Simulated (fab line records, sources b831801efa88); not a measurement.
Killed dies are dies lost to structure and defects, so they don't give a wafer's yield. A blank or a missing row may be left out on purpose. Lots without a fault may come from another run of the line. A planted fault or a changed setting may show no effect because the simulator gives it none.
Which tool did it? | flow sky130 | 12 lots, 36 wafers sampled, at 1 step of a route of 708

WHAT THE GAUGES READ, wafer by wafer
SKY_FIELD_ISO_THK_MEAS_04.
lot  | measured    | on            | FIELD_ISO_CVD_03_THK (nm)
L758 | day 1 14:43 | film_metro-01 | 166.3 164.9 165.7
L760 | day 2 01:34 | film_metro-02 | 164.5 164.8 166.3
L762 | day 2 09:31 | film_metro-02 | 163.1 164.6 163.0
L765 | day 3 02:25 | film_metro-04 | 165.6 165.4 165.0
L767 | day 3 11:58 | film_metro-02 | 164.1 164.2 165.1
L772 | day 4 14:14 | film_metro-04 | 164.6 164.4 164.3
L773 | day 4 17:26 | film_metro-01 | 165.6 167.2 166.0
L774 | day 4 22:20 | film_metro-04 | 163.7 163.7 162.3
L778 | day 5 19:33 | film_metro-01 | 166.9 166.5 166.5
L779 | day 5 23:23 | film_metro-02 | 166.5 165.7 166.6
L780 | day 6 05:01 | film_metro-02 | 166.9 165.9 167.6
L781 | day 6 11:32 | film_metro-04 | 164.7 165.2 163.7

WHICH TOOL RAN EACH LOT (tool, then ch and the chambers of the sampled wafers, then the start)
The record holds no process step before these readings.

WHAT THE TOOLS THEMSELVES READ (means of the sampled wafers that have a number; where no wafer has one, the mark that the record gives instead)
The record holds no such reading with a usual standard deviation.

THE ANSWER, worked out from the rows above alone
Rule: what is usual is taken from the lots themselves. Put in order of their means at a reading, lots are off if they are a third of the lots or fewer, leave a main group of 4 or more, and stand apart from it by a gap of 3 or more times the standard deviation of the main group's means; of several such gaps the widest counts. A main group whose means are all the same, to the digits that the tables above print for the reading, isn't used. A lot without any number at a reading at which 4 lots or more have one is off too. The other lots that the step has rows for count as sound. The gauges are gone through in route order, then the tools' own readings, and for those a lot's mean is taken as printed above. The first step at which some lot is off is used, and at that step the reading that is off furthest; a lot without a number counts as furthest.
No lot is off at any reading shown: from this, nothing can be told.

WHAT THE SIMULATOR HAD PUT IN
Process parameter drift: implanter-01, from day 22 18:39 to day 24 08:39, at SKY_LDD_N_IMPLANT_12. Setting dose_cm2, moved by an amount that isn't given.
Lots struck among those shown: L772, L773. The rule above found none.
